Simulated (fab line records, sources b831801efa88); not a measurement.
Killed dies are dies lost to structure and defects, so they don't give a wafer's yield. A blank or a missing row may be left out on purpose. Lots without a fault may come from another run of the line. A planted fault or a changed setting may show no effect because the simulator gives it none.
Which tool did it? | flow sky130 | 14 lots, 42 wafers sampled, at 2 steps of a route of 708

WHAT THE GAUGES READ, wafer by wafer
The record holds no reading of a measuring or inspecting step that can be judged against a usual standard deviation.

WHICH TOOL RAN EACH LOT (tool, then ch and the chambers of the sampled wafers, then the start)
lot  | SKY_LDD_LDN_CLEAN_14            | SKY_PAD_OPEN_PROBE_99
L329 | wet_bench-04 ch 0, day 23 04:17 | -
L330 | wet_bench-01 ch 0, day 23 16:18 | -
L332 | wet_bench-01 ch 0, day 24 01:06 | -
L333 | wet_bench-03 ch 0, day 24 11:46 | -
L334 | wet_bench-04 ch 3, day 24 18:09 | -
L335 | wet_bench-04 ch 2, day 25 12:22 | -
L336 | wet_bench-04 ch 3, day 25 17:27 | -
L337 | wet_bench-04 ch 1, day 25 20:03 | -
L338 | wet_bench-03 ch 2, day 26 05:02 | -
L340 | wet_bench-03 ch 3, day 27 03:21 | -
L344 | wet_bench-01 ch 1, day 28 04:39 | prober-01, day 49 09:20
L348 | wet_bench-01 ch 1, day 29 15:20 | prober-01, day 50 07:31
L350 | wet_bench-03 ch 3, day 30 00:40 | -
L351 | wet_bench-03 ch 1, day 30 17:49 | -
- SKY_LDD_LDN_CLEAN_14: cleans in SC1/SC2, time 150 s.
- SKY_PAD_OPEN_PROBE_99

WHAT THE TOOLS THEMSELVES READ (means of the sampled wafers that have a number; where no wafer has one, the mark that the record gives instead)
SKY_PAD_OPEN_PROBE_99.
lot  | tool      | killed_at_M0_to_M3 | killed_at_M4_up | killed_at_contacts | killed_at_front_end | killed_at_other | killed_dies | killed_on_rim | killed_open | killed_short
L344 | prober-01 | 45                 | 2.7             | 21                 | 55                  | 0.0             | 124         | 25            | 47          | 32
L348 | prober-01 | 42                 | 2.7             | 18                 | 52                  | 0.3             | 115         | 28            | 37          | 38

THE ANSWER, worked out from the rows above alone
Rule: what is usual is taken from the lots themselves. Put in order of their means at a reading, lots are off if they are a third of the lots or fewer, leave a main group of 4 or more, and stand apart from it by a gap of 3 or more times the standard deviation of the main group's means; of several such gaps the widest counts. A main group whose means are all the same, to the digits that the tables above print for the reading, isn't used. A lot without any number at a reading at which 4 lots or more have one is off too. The other lots that the step has rows for count as sound. The gauges are gone through in route order, then the tools' own readings, and for those a lot's mean is taken as printed above. The first step at which some lot is off is used, and at that step the reading that is off furthest; a lot without a number counts as furthest.
No lot is off at any reading shown: from this, nothing can be told.

WHAT THE SIMULATOR HAD PUT IN
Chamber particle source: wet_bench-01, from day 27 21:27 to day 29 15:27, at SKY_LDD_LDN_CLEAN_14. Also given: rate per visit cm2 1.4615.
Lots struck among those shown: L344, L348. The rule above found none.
